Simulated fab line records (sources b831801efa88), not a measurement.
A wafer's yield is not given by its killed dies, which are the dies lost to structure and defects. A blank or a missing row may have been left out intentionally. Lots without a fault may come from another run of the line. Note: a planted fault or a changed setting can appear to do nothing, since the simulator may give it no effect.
Which tool did it? || flow gf180mcu || 13 lots, 38 wafers sampled, at 3 steps of a route of 602

== WHAT THE GAUGES READ, wafer by wafer ==
GF_M4_THK_MEAS_06: measures by xrf. Usual: M4_ALCU_THK typically reads 460 nm, with standard deviation 5.8.
{"lot": "L291", "measured": "day 22 18:11", "on": "film_metro-01", "M4_ALCU_THK (nm)": "459 461 463", "flag": ""}
{"lot": "L294", "measured": "day 23 23:13", "on": "film_metro-01", "M4_ALCU_THK (nm)": "454 460 460", "flag": ""}
{"lot": "L295", "measured": "day 24 06:58", "on": "film_metro-03", "M4_ALCU_THK (nm)": "460 464 470", "flag": ""}
{"lot": "L296", "measured": "day 24 18:17", "on": "film_metro-04", "M4_ALCU_THK (nm)": "462 469 473", "flag": ""}
{"lot": "L297", "measured": "day 25 05:55", "on": "film_metro-01", "M4_ALCU_THK (nm)": "462 460 466", "flag": ""}
{"lot": "L298", "measured": "day 25 17:14", "on": "film_metro-03", "M4_ALCU_THK (nm)": "468 461 464", "flag": ""}
{"lot": "L300", "measured": "day 25 23:02", "on": "film_metro-04", "M4_ALCU_THK (nm)": "452 457 456", "flag": ""}
{"lot": "L301", "measured": "day 26 15:33", "on": "film_metro-01", "M4_ALCU_THK (nm)": "458 454 451", "flag": ""}
{"lot": "L303", "measured": "day 26 21:02", "on": "film_metro-01", "M4_ALCU_THK (nm)": "465 458 464", "flag": ""}
{"lot": "L305", "measured": "day 27 16:27", "on": "film_metro-04", "M4_ALCU_THK (nm)": "454 451 453", "flag": ""}
{"lot": "L308", "measured": "day 28 13:01", "on": "film_metro-03", "M4_ALCU_THK (nm)": "469 461 465", "flag": ""}
{"lot": "L311", "measured": "day 29 08:40", "on": "film_metro-04", "M4_ALCU_THK (nm)": "455 462", "flag": ""}
{"lot": "L313", "measured": "day 30 06:09", "on": "film_metro-03", "M4_ALCU_THK (nm)": "463 460 467", "flag": ""}

GF_V5_CD_MEAS_14 targets a cd of 260 nm. Usual: cd_nm 260.3 nm, standard deviation 1.2.
{"lot": "L291", "measured": "day 27 12:17", "on": "cd_sem-02", "cd_nm (nm)": "259.1 260.2 259.7", "flag": ""}
{"lot": "L294", "measured": "day 28 12:06", "on": "cd_sem-01", "cd_nm (nm)": "259.5 258.9 258.6", "flag": ""}
{"lot": "L295", "measured": "day 28 17:13", "on": "cd_sem-01", "cd_nm (nm)": "262.7 262.2 261.9", "flag": ""}
{"lot": "L296", "measured": "day 29 06:22", "on": "cd_sem-02", "cd_nm (nm)": "261.3 261.4 261.3", "flag": ""}
{"lot": "L297", "measured": "day 29 15:55", "on": "cd_sem-02", "cd_nm (nm)": "261.1 261.9 261.5", "flag": ""}
{"lot": "L298", "measured": "day 30 02:01", "on": "cd_sem-02", "cd_nm (nm)": "260.5 260.4 261.3", "flag": ""}
{"lot": "L300", "measured": "day 30 08:01", "on": "cd_sem-01", "cd_nm (nm)": "262.1 261.8 261.8", "flag": ""}
{"lot": "L301", "measured": "day 30 20:46", "on": "cd_sem-01", "cd_nm (nm)": "260.2 261.6 260.8", "flag": ""}
{"lot": "L303", "measured": "day 31 03:18", "on": "cd_sem-02", "cd_nm (nm)": "260.2 261.4 261.5", "flag": ""}
{"lot": "L305", "measured": "day 31 19:56", "on": "cd_sem-01", "cd_nm (nm)": "261.5 261.7 260.9", "flag": ""}
{"lot": "L308", "measured": "day 32 12:49", "on": "cd_sem-01", "cd_nm (nm)": "259.5 257.3 265.4 260.0 257.0 265.7", "flag": ""}
{"lot": "L311", "measured": "day 33 04:40", "on": "cd_sem-02", "cd_nm (nm)": "258.2 265.6 257.9 265.5", "flag": ""}
{"lot": "L313", "measured": "day 33 23:15", "on": "cd_sem-02", "cd_nm (nm)": "260.3 260.0 267.7 260.4 259.7 267.5", "flag": ""}

== WHICH TOOL RAN EACH LOT (tool, then ch and the chambers of the sampled wafers, then the start) ==
{"lot": "L291", "GF_V5_EXPOSE_11": "krf_scanner-02 ch 0, day 27 01:20"}
{"lot": "L294", "GF_V5_EXPOSE_11": "krf_scanner-01 ch 0, day 28 01:45"}
{"lot": "L295", "GF_V5_EXPOSE_11": "krf_scanner-02 ch 0, day 28 08:54"}
{"lot": "L296", "GF_V5_EXPOSE_11": "krf_scanner-01 ch 0, day 28 20:10"}
{"lot": "L297", "GF_V5_EXPOSE_11": "krf_scanner-01 ch 0, day 29 07:06"}
{"lot": "L298", "GF_V5_EXPOSE_11": "krf_scanner-01 ch 0, day 29 16:19"}
{"lot": "L300", "GF_V5_EXPOSE_11": "krf_scanner-02 ch 0, day 29 22:53"}
{"lot": "L301", "GF_V5_EXPOSE_11": "krf_scanner-02 ch 0, day 30 11:31"}
{"lot": "L303", "GF_V5_EXPOSE_11": "krf_scanner-01 ch 0, day 30 18:37"}
{"lot": "L305", "GF_V5_EXPOSE_11": "krf_scanner-02 ch 0, day 31 10:49"}
{"lot": "L308", "GF_V5_EXPOSE_11": "krf_scanner-02 ch 0, day 32 04:11"}
{"lot": "L311", "GF_V5_EXPOSE_11": "krf_scanner-02 ch 0, day 32 20:59"}
{"lot": "L313", "GF_V5_EXPOSE_11": "krf_scanner-02 ch 0, day 33 15:35"}
- GF_V5_EXPOSE_11: exposes mask Via5, target cd 260 nm.

== AS READ BY THE TOOLS THEMSELVES (means over the sampled wafers that have a number; for cases with no such wafer, the mark the record gives instead) ==
The record holds no such reading with a usual standard deviation.

== THE ANSWER, worked out from the rows above alone ==
Rule: lot off if the mean of its wafers having a number is beyond 3 standard deviations from the usual mean. A lot without any number at a reading at which 4 lots or more have one is off too. Any other lot the step has rows for is counted as sound. First the gauges in route order, then the tools' own readings, where a lot's mean is used as printed above. The first step at which some lot is off is used, and at that step the reading that is off furthest; a lot without a number counts as furthest.
Nothing can be told from this: no lot is off at any reading shown.

== WHAT THE SIMULATOR HAD INSERTED ==
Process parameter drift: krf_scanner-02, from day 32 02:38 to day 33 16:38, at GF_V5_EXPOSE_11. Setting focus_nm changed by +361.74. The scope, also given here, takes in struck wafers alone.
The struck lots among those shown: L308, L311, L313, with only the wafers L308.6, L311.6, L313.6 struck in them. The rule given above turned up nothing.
